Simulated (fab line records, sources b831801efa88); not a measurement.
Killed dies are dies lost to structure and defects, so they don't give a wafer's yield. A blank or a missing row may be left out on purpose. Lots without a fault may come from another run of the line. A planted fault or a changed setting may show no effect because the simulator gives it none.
Chamber matching | flow sky130 | SKY_CONTACT_CMP_27 on cmp-02: 4 sister chambers
The step polishes, stops on SiO2, t overpolish 15 s, target thk 0 nm. 8 wafers are shown with their chamber, then 7 later ones without.

WAFERS WITH THEIR CHAMBER
wafer  | chamber | motor_current_A (A) | time_to_endpoint_s (s)
L730.1 | 2       | 11.7                | 79
L728.6 | 3       | 10.2                | 79
L736.3 | 0       | 10.3                | 87
L736.5 | 1       | 8.5                 | 76
L738.2 | 0       | 9.8                 | 94
L738.6 | 3       | 10.1                | 83
L745.1 | 1       | 8.7                 | 80
L745.4 | 2       | 11.5                | 81

WAFERS WITHOUT THEIR CHAMBER
wafer  | motor_current_A (A) | time_to_endpoint_s (s)
L745.5 | 12.0                | 82
L748.1 | 10.5                | 94
L748.4 | 11.6                | 87
L748.6 | 10.6                | 92
L747.3 | 10.7                | 86
L747.4 | 11.7                | 83
L747.5 | 8.7                 | 84

WHICH CHAMBER EACH WENT THROUGH
wafer  | from the rows above          | in truth
L745.5 | 2                            | 2
L748.1 | can't be placed: 0 or 3      | 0
L748.4 | 2                            | 2
L748.6 | can't be placed: 0 or 3      | 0
L747.3 | can't be placed: 3 or 0 or 2 | 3
L747.4 | 2                            | 2
L747.5 | 1                            | 1
Placed correctly: 4 of 7. Can't be placed from these rows: 3 (the true chamber is among the candidates in 3). Placed wrongly: 0.
How it was worked out, from the rows above alone: a wafer's distance from a chamber is the root of the sum, over the readings, of the square of ((its reading less the chamber's mean) divided by the reading's scatter). The wafer belongs to the nearest chamber; if the next one is less than 2 further off, it can't be placed. A chamber's mean is the mean of its shown wafers. The scatter: the root of (the sum of the squares of (reading less its chamber's mean) over the shown wafers, divided by (wafers less chambers)).
